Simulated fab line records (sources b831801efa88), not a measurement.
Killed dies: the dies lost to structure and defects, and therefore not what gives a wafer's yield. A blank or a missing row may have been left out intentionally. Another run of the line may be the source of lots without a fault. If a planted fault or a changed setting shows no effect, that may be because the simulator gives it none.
Problem report in the 8D (eight disciplines) form, filled by code + flow sky130 + the parts of the form that need people (team, actions taken, sign-off) are left out

1. PROBLEM STATEMENT
Wafers without a fault read 36.95 s, standard deviation 0.089; strip time to endpoint s at SKY_NWELL_STRIP_25 reads a mean of 31.73 s on 12 wafers belonging to 4 lots. Relative to the usual mean, that is a shift of -59 standard deviations.
The step: strips in O2/N2.
First observed at day 8 10:15: wafer L894.3, on plasma asher-04. Wafers with a number at this step in the record: 48, from 16 lots. Rule for "out", or "out of limits": more than 4 standard deviations from the usual mean. The other wafers with a number count as sound.

2. WHAT IT IS; WHAT IT IS NOT
| question                    | is                                                | is not                                                                    |
|-----------------------------|---------------------------------------------------|---------------------------------------------------------------------------|
| which readings at this step | strip time to endpoint s                          | chamber pressure mTorr, drypump motor current A, oes product au           |
| which lots                  | L894, L896, L897, L898                            | L882, L883, L885, L886, L887, L888, L890, L891, L892, L893, L895, L903    |
| which wafers of those lots  | all that have a number                            | -                                                                         |
| read on which tools         | plasma asher-01, plasma asher-02, plasma asher-04 | -                                                                         |
| when                        | from day 8 10:15                                  | up to then (30 sound wafers); but 6 sound wafers of L895, L903 came after |

3. WHAT RULES OUT EACH SUSPECT
Counting: a tool at a process step up to the reading stays a suspect if it ran every lot that is out and no sound lot after the first of them.
- litho track-01 at SKY_NWELL_COAT_18 (resist thk 3000 nm): kept. Every lot that is out went through it, starting with L894 (day 7 23:14), and after that it ran no sound lot; the last sound lot it ran before then is L891 (day 7 03:26).
The count leaves litho track-01 at SKY_NWELL_COAT_18.

4. THE CAUSE (what the simulator had put in)
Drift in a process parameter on litho track-01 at SKY_NWELL_COAT_18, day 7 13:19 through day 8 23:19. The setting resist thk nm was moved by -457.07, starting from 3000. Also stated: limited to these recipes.
Counting left only this tool.

5. THE EFFECT CHAIN, in route order
Each row: a reading where the mean over the struck wafers with a number is more than 3 standard deviations away from the usual. Only readings for which the record gives a usual standard deviation are gone through. hours: the time from each lot's start at the first step in this table that gives one to its start at this step, as a median over the lots. sigmas: the change in usual standard deviations.
| hours | step               | reading                  | usual   | on struck wafers | change | sigmas |
|-------|--------------------|--------------------------|---------|------------------|--------|--------|
| 0     | SKY_NWELL_STRIP_25 | strip time to endpoint s | 36.95 s | 31.73            | -5.22  | -59    |
Process steps it contains:
- SKY_NWELL_STRIP_25: strips in O2/N2.
Later steps that measure or inspect, where all struck wafers having a row at the step show a number for every such reading and not one has moved that far: SKY_VT_ADJUST_HVTP_OVL_MEAS_08, SKY_VT_ADJUST_LVTN_OVL_MEAS_07.

6. WHAT WOULD HAVE CAUGHT IT SOONER
First out-of-limits reading in this record: day 8 10:15, which is 21 hours after fault onset at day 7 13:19.
Of the tool readings at SKY_NWELL_COAT_18 for which the record gives a usual standard deviation, none was out on any struck wafer, so an alarm limit of 4 standard deviations on them would not have fired.
Among the 4 lots that are out, L897, L898 began SKY_NWELL_COAT_18 on litho track-01 after day 8 10:15. A hold on the tool at that time would have spared those 2.
